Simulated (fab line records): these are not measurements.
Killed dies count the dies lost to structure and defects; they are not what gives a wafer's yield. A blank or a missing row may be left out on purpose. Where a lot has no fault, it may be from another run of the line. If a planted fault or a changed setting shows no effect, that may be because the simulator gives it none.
Which tool is to blame? | flow sky130 | 7 lots with 21 wafers sampled at 2 steps, on a route of 708 steps

## WHAT THE GAUGES SHOWED, per wafer
SKY_NWELL_TW_MEAS_26.
lot  | measured     | on            | NWELL_2_TW
L409 | day 5 19:22  | film_metro-04 | 501.9 500.8 500.2
L411 | day 6 07:13  | film_metro-02 | 500.8 498.0 500.6
L414 | day 6 22:23  | film_metro-04 | 494.0 496.6 495.1
L416 | day 7 18:10  | film_metro-01 | 503.8 505.6 501.9
L418 | day 8 06:43  | film_metro-02 | 508.0 506.1 506.1
L424 | day 9 13:16  | film_metro-04 | 499.9 500.9 502.1
L429 | day 11 01:16 | film_metro-02 | 504.4 506.3 501.6

## WHAT TOOL EACH LOT RAN ON (gives the tool, then ch and the chambers of the sampled wafers, and finally the start)
lot  | SKY_FIELD_ISO_WET_ETCH_30
L409 | wet_bench-04 ch 3, day 2 21:19
L411 | wet_bench-01 ch 1, day 3 07:22
L414 | wet_bench-04 ch 0, day 3 20:32
L416 | wet_bench-02 ch 3, day 4 12:05
L418 | wet_bench-04 ch 3, day 4 23:08
L424 | wet_bench-02 ch 0, day 6 01:26
L429 | wet_bench-02 ch 0, day 7 08:11
- SKY_FIELD_ISO_WET_ETCH_30: etches SiO2 in dHF, target depth 25 nm, time 50 s.

## THE ANSWER, worked out from the rows above alone
Rule: usual is defined by the lots themselves. The widest of any qualifying gaps counts: lots, ordered by their means at a reading, are off when they make up no more than a third of the lots, leave a main group of 4 or more, and stand apart from it by 3 or more times the standard deviation of that group's means. The tables above print the reading to a certain number of digits; a main group whose means all agree to those digits is not used. A lot without any number at a reading at which 4 lots or more have one is off too. Any other lot the step has rows for is counted as sound.
None of the lots is off at any reading shown; this tells nothing.

## WHAT THE SIMULATOR HAD INSERTED
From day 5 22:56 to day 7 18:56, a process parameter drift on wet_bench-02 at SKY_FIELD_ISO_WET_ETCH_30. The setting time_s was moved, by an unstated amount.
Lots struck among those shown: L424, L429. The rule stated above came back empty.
